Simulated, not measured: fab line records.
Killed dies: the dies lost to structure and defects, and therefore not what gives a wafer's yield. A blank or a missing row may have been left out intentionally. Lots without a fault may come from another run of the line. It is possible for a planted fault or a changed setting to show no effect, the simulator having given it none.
A struck lot beside a sound one || flow sky130 || 14 steps out of a route of 708
Sound: wafers L745.1, L745.2, L745.5. Struck: wafers L752.2, L752.5, L752.6. The cause is named last.
At each step with rows: each side's tool, then ch and its chambers, then its first start. Under that, the readings that differ: sound wafers || struck wafers || difference of the means || sigmas: that difference in standard deviations of wafers without a fault.
alike: a reading whose means differ by less than 2 such deviations, as well as words and numbers matching on both sides. not compared: withheld readings; readings where some wafer has no value; bounds like >300 that might hide an equal value; numbers whose values overlap and for which the record gives no deviation.
Wherever a step has rows on one side only, a row that says differs or no value, or a row with sigmas, the two part there. Numbers that don't overlap but have no deviation are shown without sigmas and don't part them. A reading that every wafer of one side lacks parts them only if that side has two wafers or more.

first, 2 steps without rows for these wafers: SKY_PASSIVATION_PEB_09; SKY_PASSIVATION_DEVELOP_10 (develop time 60 s).
SKY_PASSIVATION_ETCH_11: etches the open film in CF4/O2, stops on AlCu, target depth 725 nm, time 161.1 s.
  sound on rie diel-03 ch 1,3, day 45 00:59; struck on rie diel-01 ch 0,1,3, day 47 11:08
  alike: bias w, drypump motor current A, oes product au, throttle valve pct
  not compared: rf hours counter h
SKY_PASSIVATION_STRIP_12: strips in O2/N2.
  sound on plasma asher-01 ch 0,1, day 45 01:06; struck on plasma asher-04 ch 0,1, day 47 11:14
  alike: chamber pressure mTorr, drypump motor current A, oes product au, strip time to endpoint s
  not compared: rf hours counter h
then, 7 steps without rows for these wafers: SKY_PAD_OPEN_DEHYDRATE_00 (time 60 s); SKY_PAD_OPEN_HMDS_01 (prime time 60 s); SKY_PAD_OPEN_COAT_02 (resist thk 3000 nm); SKY_PAD_OPEN_SOFTBAKE_03; SKY_PAD_OPEN_EXPOSE_04 (exposes mask PDM, target cd 60000 nm); SKY_PAD_OPEN_PEB_05; SKY_PAD_OPEN_DEVELOP_06 (develop time 60 s).
SKY_PAD_OPEN_ETCH_07: etches the open film in CF4/O2, stops on AlCu, target depth 725 nm, time 161.1 s.
  sound on rie diel-03 ch 0,3, day 45 22:16; struck on rie diel-03 ch 1,2, day 48 05:56
  alike: bias w, drypump motor current A, oes product au, throttle valve pct
  not compared: rf hours counter h
SKY_PAD_OPEN_STRIP_08: strips in O2/N2.
  sound on plasma asher-01 ch 0,1, day 45 22:22; struck on plasma asher-02 ch 0,1, day 48 06:03
  no value came back on the struck wafers for chamber pressure mTorr (mTorr), drypump motor current A (A), oes product au (a.u.), strip time to endpoint s (s); on the sound wafers chamber pressure mTorr (mTorr) reads 1498.3 1501.1 1498.8
{"reading": "model.coat_of_PAD_OPEN_COAT_02.thk nm (nm)", "sound": "0 0 0", "struck": "3023 3016 3014", "difference": "+3018", "sigmas": ""}
  not compared: rf hours counter h
then, 1 step without rows for these wafers: SKY_PAD_OPEN_STRIP_09 (strips in post etch residue remover, time 1200 s).

== WHERE THEY PART ==
Only at SKY_PAD_OPEN_STRIP_08, as far as this record shows.

WHY: what the simulator had put in
At SKY_PAD_OPEN_STRIP_08, the step was skipped entirely on plasma asher-02 from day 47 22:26 on. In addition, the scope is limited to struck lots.
